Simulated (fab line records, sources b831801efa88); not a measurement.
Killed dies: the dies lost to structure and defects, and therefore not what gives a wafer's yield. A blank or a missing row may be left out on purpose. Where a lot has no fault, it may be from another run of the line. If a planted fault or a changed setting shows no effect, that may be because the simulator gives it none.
Comparing a struck lot with a sound one :: flow gf180mcu :: 19 steps out of a route of 602
Sound: these wafers, L419.2, L419.4, L419.5. Wafers L422.1, L422.3, L422.5 were the ones struck. The cause comes at the end.
Each step with rows lists, per side, the tool, then ch with its chambers, then its first start. Under that, the readings that differ: sound wafers :: struck wafers :: difference of the means :: sigmas: that difference in standard deviations of wafers without a fault.
alike: same words and numbers on both sides, and readings whose means sit less than 2 such deviations apart. not compared: any withheld reading, any reading some wafer has no value for, any bound like >300 that may hide the same value, and any number with overlapping values for which the record gives no deviation.
The two part at a step that has a row with sigmas, a row that says differs or no value, or rows on one side only. Numbers that have no deviation but don't overlap get no sigmas and don't part them. Lack of a reading on every wafer of one side parts them only where that side has two or more wafers.

first, 6 steps without rows for these wafers: GF_VT_IMPLANT_HMDS_12 (prime time 60 s); GF_VT_IMPLANT_COAT_13 (resist thk 1000 nm); GF_VT_IMPLANT_SOFTBAKE_14 (time 60 s); GF_VT_IMPLANT_EXPOSE_15 (exposes mask Nwell LV AREA, target cd 860 nm); GF_VT_IMPLANT_PEB_16; GF_VT_IMPLANT_DEVELOP_17 (develop time 60 s).
GF_VT_IMPLANT_OVL_MEAS_18:
  sound on overlay-02, day 7 02:28; struck on overlay-02, day 7 20:42
  alike: VT_IMPLANT_01_OVL
then, 1 step without rows for these wafers: GF_VT_IMPLANT_IMPLANT_19.
GF_VT_IMPLANT_STRIP_20: strips in O2/N2.
  sound on plasmaAsher-04 ch 0, day 7 02:38; struck on plasmaAsher-01 ch 0,1, day 7 20:53
reading: drypumpMotorCurrentA (A)
sound: 6.7 6.7 6.7
struck: 5.2 5.2 5.8
difference: -1.3
sigmas: -2
  alike: chamberPressureMTorr, heaterPowerW, n2FlowSccm, oesProductAu, platenTempC, stripTimeToEndpointS
  not compared: rfHoursCounterH
GF_VT_IMPLANT_TW_MEAS_21:
  sound on filmMetro-01, day 7 02:45; struck on filmMetro-04, day 7 20:59
reading: VT_IMPLANT_2_TW
sound: 1183 1193 1178
struck: 1214 1213 1214
difference: +29
sigmas: +2
then, 2 steps without rows for these wafers: GF_VT_IMPLANT_DEHYDRATE_22 (time 60 s); GF_VT_IMPLANT_HMDS_23 (prime time 60 s).
GF_VT_IMPLANT_COAT_24: resist thk 1000 nm.
  sound on lithoTrack-04 ch 0, day 7 09:48; struck on lithoTrack-04, day 8 04:40
  no value came back on the struck wafers for chillPlateTempC (C), dispensePressureKPa (kPa), exhaustPa (Pa), resistLineTempC (C); on the sound wafers chillPlateTempC (C) reads 22.75 22.91 22.85
then, 4 steps without rows for these wafers: GF_VT_IMPLANT_SOFTBAKE_25 (time 60 s); GF_VT_IMPLANT_EXPOSE_26 (exposes mask LVPWELL HV AREA, target cd 860 nm); GF_VT_IMPLANT_PEB_27; GF_VT_IMPLANT_DEVELOP_28 (develop time 60 s).
GF_VT_IMPLANT_OVL_MEAS_29:
  sound on overlay-01, day 7 17:56; struck on overlay-02, day 8 13:16
reading: VT_IMPLANT_02_OVL (nm)
sound: -0.4 0.1 0.6
struck: - - -
difference: no value on the struck wafers
sigmas: 
then, 1 step without rows for these wafers: GF_VT_IMPLANT_IMPLANT_30.

## WHERE THEY PART
First at GF_VT_IMPLANT_STRIP_20; last, within this record, at GF_VT_IMPLANT_OVL_MEAS_29.

WHY: the cause the simulator had injected
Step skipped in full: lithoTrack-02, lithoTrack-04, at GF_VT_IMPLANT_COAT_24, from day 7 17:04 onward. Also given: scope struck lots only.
